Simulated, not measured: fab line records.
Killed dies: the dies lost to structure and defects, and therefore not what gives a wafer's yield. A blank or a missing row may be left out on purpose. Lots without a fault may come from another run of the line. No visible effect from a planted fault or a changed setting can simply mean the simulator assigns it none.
2 desks, one fault + flow sfq-line + each desk holds nothing but its own numbers, with what lay behind them at the end

FOR THE TOOL OWNER'S DESK: rie-metal-02
The tool's own readings at SFQ_TRILAYER_M5_ETCH_METAL_ETCH_126 (etches Nb in Cl2/BCl3, stops on SiO2, time 203.2 s, target depth 265 nm): means of the sampled wafers that have a number, for each lot that ran on this tool. Marked OUT: a lot whose mean sits more than 4 standard deviations from the usual mean, which makes it out of limits; the brackets give that distance.
Columns: A = drypump-motor-current-A at SFQ_TRILAYER_M5_ETCH_METAL_ETCH_126, usual 5.2 A; B = oes-product-au at SFQ_TRILAYER_M5_ETCH_METAL_ETCH_126, usual 0.727 a.u.
| lot  | first seen here | A   | B     |
|------|-----------------|-----|-------|
| L987 | day 57 17:38    | 5.0 | 0.729 |
| L988 | day 57 19:57    | 5.3 | 0.732 |
| L999 | day 60 11:37    | 5.4 | 0.720 |
This desk's finding: nothing out of limits on any of the 3 lots.

METROLOGY DESK
Lot by lot, what the gauges showed, no matter which tool ran the lot: averages of those sampled wafers that carry a number. Marked OUT: a lot whose mean sits more than 4 standard deviations from the usual mean, which makes it out of limits; the brackets give that distance.
Columns: A = M5_OVL at SFQ_M5_OVL_MEAS_932, usual -4 nm
| lot  | first seen here | A   |
|------|-----------------|-----|
| L987 | day 57 17:23    | -13 |
| L988 | day 57 19:49    | 3   |
| L994 | day 59 19:54    | -14 |
| L997 | day 60 05:30    | -6  |
| L999 | day 60 11:31    | -8  |
| L101 | day 61 00:30    | 1   |
This desk's finding: nothing out of limits on any of the 6 lots.

BROUGHT TOGETHER
Nothing out of limits was seen by the tool owner's desk.
From the metrology desk's view, nothing was out of limits.

WHAT THE SIMULATOR HAD PUT IN
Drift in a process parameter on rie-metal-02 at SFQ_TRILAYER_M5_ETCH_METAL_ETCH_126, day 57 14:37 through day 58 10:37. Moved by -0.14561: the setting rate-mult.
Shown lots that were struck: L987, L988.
